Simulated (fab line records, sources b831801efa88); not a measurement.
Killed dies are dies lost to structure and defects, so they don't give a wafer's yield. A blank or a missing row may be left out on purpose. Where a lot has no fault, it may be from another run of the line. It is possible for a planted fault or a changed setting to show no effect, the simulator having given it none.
Which tool did it? | flow sky130 | route of 708 steps, sampled at 1 step: 11 lots, 33 wafers

## WHAT EACH GAUGE READ, for each wafer
SKY_GATE_OXIDE_OVL_MEAS_10.
lot  | measured     | on         | GATE_OXIDE_OVL (nm)
L188 | day 14 18:47 | overlay-02 | -1.7 -0.1 -2.9
L189 | day 14 21:53 | overlay-01 | -2.4 -1.1 -0.8
L191 | day 15 15:52 | overlay-02 | -0.6 1.6 0.6
L192 | day 16 03:54 | overlay-01 | -1.1 -1.5 -2.0
L195 | day 17 10:31 | overlay-02 | -0.4 -2.2 -0.9
L200 | day 19 09:59 | overlay-02 | -2.6 0.3 0.8
L202 | day 20 11:56 | overlay-01 | -5.4 -4.1 -2.9
L203 | day 20 13:01 | overlay-01 | -1.3 -1.0 -2.1
L206 | day 21 11:33 | overlay-01 | 1.2 0.9 1.1
L208 | day 21 23:35 | overlay-01 | -2.1 -3.6 -3.1
L209 | day 22 01:25 | overlay-01 | -1.5 -1.7 -1.6

## WHAT TOOL EACH LOT RAN ON (gives the tool, then ch and the chambers of the sampled wafers, and finally the start)
The record shows no process step preceding these readings.

## THE ANSWER, worked out from the rows above alone
Rule: the lots themselves supply what counts as usual. The widest of any qualifying gaps counts: lots, ordered by their means at a reading, are off when they make up no more than a third of the lots, leave a main group of 4 or more, and stand apart from it by 3 or more times the standard deviation of that group's means. A main group is skipped when, at the precision printed for the reading in the tables above, its means are all equal. A lot without any number at a reading at which 4 lots or more have one is off too. Where the step has rows for the other lots, those lots are counted as sound.
Nothing can be told from this: no lot is off at any reading shown.

## WHAT THE SIMULATOR PUT IN
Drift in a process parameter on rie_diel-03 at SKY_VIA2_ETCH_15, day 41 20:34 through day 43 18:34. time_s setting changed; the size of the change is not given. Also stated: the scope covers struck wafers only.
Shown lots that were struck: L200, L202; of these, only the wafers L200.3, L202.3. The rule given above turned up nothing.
